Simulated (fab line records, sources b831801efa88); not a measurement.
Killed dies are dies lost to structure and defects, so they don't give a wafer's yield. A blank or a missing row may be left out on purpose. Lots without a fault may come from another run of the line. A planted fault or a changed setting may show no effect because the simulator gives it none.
A struck lot beside a sound one | flow sky130 | 15 steps out of a route of 708
Sound: wafers L831.3, L831.5, L831.6. Struck: wafers L829.2, L829.4, L829.6. The cause comes at the end.
At each step with rows: each side's tool, then ch and its chambers, then its first start. Under that, the readings that differ: sound wafers | struck wafers | difference of the means | sigmas: that difference in standard deviations of wafers without a fault.
alike: readings whose means differ by less than 2 such deviations, and words and numbers that are the same on both sides. not compared: withheld readings, readings that some wafer has no value for, bounds like >300 that may hide the same value, and numbers for which the record gives no deviation and whose values overlap.
The two part at a step that has a row with sigmas, a row that says differs or no value, or rows on one side only. Numbers that don't overlap but have no deviation are shown without sigmas and don't part them. A reading that every wafer of one side lacks parts them only if that side has two wafers or more.

first, 1 step without rows for these wafers: SKY_PWDE_IMPLANT_08.
SKY_PWDE_STRIP_09: strips in O2/N2.
  sound on plasma_asher-04 ch 0,1, day 8 14:52; struck on plasma_asher-02 ch 1, day 8 04:34
  reading                     | sound       | struck      | difference | sigmas
  drypump_motor_current_A (A) | 5.2 5.2 5.1 | 6.0 5.9 5.9 | +0.8       | +2
  alike: chamber_pressure_mTorr, oes_product_au, strip_time_to_endpoint_s
  not compared: rf_hours_counter_h
SKY_PWDE_TW_MEAS_10:
  sound on film_metro-03, day 8 14:58; struck on film_metro-01, day 8 04:41
  alike: PWDE_TW
then, 7 steps without rows for these wafers: SKY_NWELL_DEHYDRATE_03 (time 60 s); SKY_NWELL_HMDS_04 (prime time 60 s); SKY_NWELL_COAT_05 (resist thk 3000 nm); SKY_NWELL_SOFTBAKE_06; SKY_NWELL_EXPOSE_07 (exposes mask NWM, target cd 840 nm); SKY_NWELL_PEB_08; SKY_NWELL_DEVELOP_09 (develop time 60 s).
SKY_NWELL_OVL_MEAS_10:
  sound on overlay-02, day 9 12:18; struck on overlay-02, day 9 01:53
  alike: NWELL_00_OVL
then, 1 step without rows for these wafers: SKY_NWELL_IMPLANT_11.
SKY_NWELL_IMPLANT_12:
  sound on implanter-03 ch 0, day 9 12:31; struck on implanter-01 ch 0, day 9 02:06
  reading            | sound                            | struck                           | difference  | sigmas
  dose_ions_cm2      | 1.3003e+12 1.2988e+12 1.2986e+12 | 1.4033e+12 1.4033e+12 1.4045e+12 | +1.0447e+11 | +75
  faraday_current_uA | 7.37 7.48 7.23                   | 7.92 7.95 7.92                   | +0.57       | +4
then, 1 step without rows for these wafers: SKY_NWELL_IMPLANT_13.
-- the record jumps here: 41 days lie between the struck wafers' starts before and after (it left off in module NWELL and takes up again in module PAD_OPEN, whose first step shown is number 708 of the route) --
SKY_PAD_OPEN_PROBE_99:
  sound on prober-01, day 50 10:36; struck on prober-01, day 50 06:19
  reading                                   | sound                   | struck                  | difference | sigmas
  killed_at_contacts                        | 37 27 24                | 19 21 14                | -11        | -2
  model.etest.pfet_g5v0d10v5.off_log10_a_um | -12.55 -12.69 -12.59    | -13.05 -12.81 -12.93    | -0.32      |
  model.etest.pfet_16v.vt_v (V)             | -1.093 -1.094 -1.106    | -1.13 -1.128 -1.123     | -0.03      |
  model.etest.pfet_g5v0d10v5.vt_long_v (V)  | -0.9264 -0.9228 -0.9324 | -0.9616 -0.9557 -0.9473 | -0.0277    |
  model.etest.pfet_01v8_lvt.vt_sat_v (V)    | -0.4393 -0.4366 -0.4448 | -0.4612 -0.4503 -0.4546 | -0.0151    |
  model.etest.pfet_01v8_lvt.vt_v (V)        | -0.5292 -0.5288 -0.5382 | -0.5547 -0.5469 -0.5465 | -0.0173    |
  model.etest.pfet_01v8_lvt.vt_long_v (V)   | -0.6477 -0.6476 -0.6569 | -0.6711 -0.6628 -0.6628 | -0.0148    |
  alike: killed_at_M0_to_M3, killed_at_M4_up, killed_at_front_end, killed_at_other, killed_dies, killed_open, killed_short
  not compared: model.etest.pfet_01v8_lvt.off_log10_a_um

WHERE THEY PART
First at SKY_PWDE_STRIP_09; last, within this record, at SKY_PAD_OPEN_PROBE_99.

WHY: what the simulator had put in
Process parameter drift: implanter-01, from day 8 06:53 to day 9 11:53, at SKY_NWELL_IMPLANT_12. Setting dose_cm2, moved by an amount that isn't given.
